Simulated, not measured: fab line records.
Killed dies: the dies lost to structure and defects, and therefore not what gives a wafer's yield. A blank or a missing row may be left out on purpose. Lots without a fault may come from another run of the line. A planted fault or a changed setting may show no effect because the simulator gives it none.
What tool caused it? + flow sky130 + 13 lots with 38 wafers sampled at 3 steps, on a route of 708 steps

== WHAT THE GAUGES SHOWED, per wafer ==
SKY_VT_ADJUST_PCH_TW_MEAS_10. Usual: VT_ADJUST_PCH_TW gives 142.3 (standard deviation 1).
| lot  | measured     | on            | VT_ADJUST_PCH_TW  | flag |
|------|--------------|---------------|-------------------|------|
| L303 | day 10 00:10 | film metro-02 | 140.7 141.9 141.7 |      |
| L304 | day 10 06:38 | film metro-03 | 142.4 141.8 142.8 |      |
| L306 | day 10 19:43 | film metro-03 | 142.5 142.6 142.7 |      |
| L307 | day 11 10:01 | film metro-01 | 143.9 143.6 143.6 |      |
| L308 | day 11 13:08 | film metro-01 | 143.6 144.4 143.3 |      |
| L312 | day 12 22:04 | film metro-03 | 141.9 142.4 142.1 |      |
| L315 | day 13 21:04 | film metro-03 | 141.3 141.5 140.4 |      |
| L316 | day 14 22:28 | film metro-03 | 141.2 141.6 141.9 |      |
| L318 | day 15 19:34 | film metro-03 | 140.7 141.3 141.1 |      |
| L320 | day 16 16:31 | film metro-01 | 143.3 142.7 142.5 |      |
| L322 | day 17 06:02 | film metro-02 | 141.3 141.2       |      |
| L326 | day 18 15:47 | film metro-01 | 142.5 141.8 141.5 |      |
| L325 | day 18 17:32 | film metro-02 | 141.2 141.5 141.1 |      |

SKY_SD_N_RS_MEAS_18: the measuring method here is four-point-probe. Usual: RES_XHIGH_RS gives 333.4 ohm/sq (standard deviation 1.1).
| lot  | measured     | on            | RES_XHIGH_RS (ohm/sq) | flag |
|------|--------------|---------------|-----------------------|------|
| L303 | day 27 03:28 | film metro-02 | 333.7 332.4 333.5     |      |
| L304 | day 27 17:14 | film metro-03 | 331.1 330.6 331.4     |      |
| L306 | day 28 17:09 | film metro-03 | 332.3 333.1 333.7     |      |
| L307 | day 29 01:40 | film metro-01 | 333.3 333.4 332.6     |      |
| L308 | day 29 03:22 | film metro-01 | 333.0 333.0 332.0     |      |
| L312 | day 30 17:19 | film metro-01 | 332.8 334.7 334.6     |      |
| L315 | day 31 14:58 | film metro-01 | 333.1 333.5 332.8     |      |
| L316 | day 32 17:22 | film metro-02 | 334.0 333.7 334.4     |      |
| L318 | day 33 21:35 | film metro-03 | 333.5 333.8 332.8     |      |
| L320 | day 34 12:12 | film metro-01 | 332.7 332.3 332.0     |      |
| L322 | day 35 00:44 | film metro-03 | 332.3 333.9           |      |
| L326 | day 35 22:39 | film metro-01 | 333.9 334.8 334.1     |      |
| L325 | day 36 03:09 | film metro-01 | 333.9 334.2 333.3     |      |

== WHICH TOOL RAN EACH LOT (tool, then ch and the chambers of the sampled wafers, then the start) ==
| lot  | SKY_FIELD_ISO_ETCH_14             |
|------|-----------------------------------|
| L303 | rie diel-01 ch 2,3, day 2 05:13   |
| L304 | rie diel-04 ch 0,1,3, day 2 10:03 |
| L306 | rie diel-04 ch 1,2,3, day 2 19:52 |
| L307 | rie diel-01 ch 0,1,3, day 3 02:46 |
| L308 | rie diel-01 ch 0,1,3, day 3 08:13 |
| L312 | rie diel-04 ch 1,2,3, day 4 03:37 |
| L315 | rie diel-03 ch 0,2,3, day 4 20:56 |
| L316 | rie diel-01 ch 0,3, day 5 00:59   |
| L318 | rie diel-01 ch 0,3, day 5 12:07   |
| L320 | rie diel-04 ch 1,2,3, day 5 19:49 |
| L322 | rie diel-04 ch 0,2, day 6 11:05   |
| L326 | rie diel-01 ch 0,2,3, day 7 07:28 |
| L325 | rie diel-03 ch 0,2, day 7 07:37   |
- SKY_FIELD_ISO_ETCH_14: etches BARC in N2/H2, stops on SiO2, time 45.9 s, target depth 60 nm.

== WHAT THE TOOLS THEMSELVES READ (means of the sampled wafers that have a number; where no wafer has one, the mark that the record gives instead) ==
SKY_FIELD_ISO_ETCH_14. Usual: drypump motor current A 5.6 A, standard deviation 0.44; oes product au 0.853 a.u., standard deviation 0.0048; run length s 74.1 s, standard deviation 0.36; throttle valve pct 13.224 %, standard deviation 0.01.
| lot  | tool        | drypump motor current A (A) | oes product au (a.u.) | run length s (s) | throttle valve pct (%) | flag |
|------|-------------|-----------------------------|-----------------------|------------------|------------------------|------|
| L303 | rie diel-01 | 5.4                         | 0.849                 | 74.5             | 13.223                 |      |
| L304 | rie diel-04 | 5.8                         | 0.854                 | 73.8             | 13.227                 |      |
| L306 | rie diel-04 | 5.6                         | 0.854                 | 73.9             | 13.224                 |      |
| L307 | rie diel-01 | 5.5                         | 0.862                 | 74.4             | 13.223                 |      |
| L308 | rie diel-01 | 5.5                         | 0.858                 | 74.2             | 13.227                 |      |
| L312 | rie diel-04 | 5.6                         | 0.852                 | 74.1             | 13.229                 |      |
| L315 | rie diel-03 | 5.6                         | 0.855                 | 74.1             | 13.222                 |      |
| L316 | rie diel-01 | 5.7                         | 0.853                 | 74.1             | 13.228                 |      |
| L318 | rie diel-01 | 5.7                         | 0.851                 | 74.3             | 13.220                 |      |
| L320 | rie diel-04 | 5.6                         | 0.878                 | 72.4             | 13.224                 | OFF  |
| L322 | rie diel-04 | 5.7                         | 0.888                 | 72.1             | 13.215                 | OFF  |
| L326 | rie diel-01 | 5.4                         | 0.849                 | 74.3             | 13.220                 |      |
| L325 | rie diel-03 | 6.0                         | 0.851                 | 74.3             | 13.228                 |      |

== THE ANSWER, worked out from the rows above alone ==
Rule: a lot counts as off when the mean over its wafers that have a number is more than 3 standard deviations away from the usual mean. Also off: a lot with no number at a reading for which 4 or more lots have one. Any other lot the step has rows for is counted as sound. First the gauges in route order, then the tools' own readings, where a lot's mean is used as printed above. The first step at which some lot is off is used, and at that step the reading that is off furthest; a lot without a number counts as furthest.
Off, at SKY_FIELD_ISO_ETCH_14 on oes product au: L320, L322.
A tool fits if, at that step or a process step before it, it ran every lot that is off, and no sound lot after the first of them. One fits: SKY_FIELD_ISO_ETCH_14 on rie diel-04. Its last sound lot is L312 (day 4 03:37), its first lot that is off L320 (day 5 19:49): a fault that began between those two fits.
The tool's own readings at SKY_FIELD_ISO_ETCH_14 bear it out: on the lots that are off they differ by more than 5 times the standard deviation of the sound lots' means. oes product au reads 0.883 a.u. there against 0.853 a.u. on the sound lots; run length s reads 72.2 s there against 74.2 s on the sound lots.

== WHAT THE SIMULATOR HAD INSERTED ==
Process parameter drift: rie diel-04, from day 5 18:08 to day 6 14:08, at SKY_FIELD_ISO_ETCH_14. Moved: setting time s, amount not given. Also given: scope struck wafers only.
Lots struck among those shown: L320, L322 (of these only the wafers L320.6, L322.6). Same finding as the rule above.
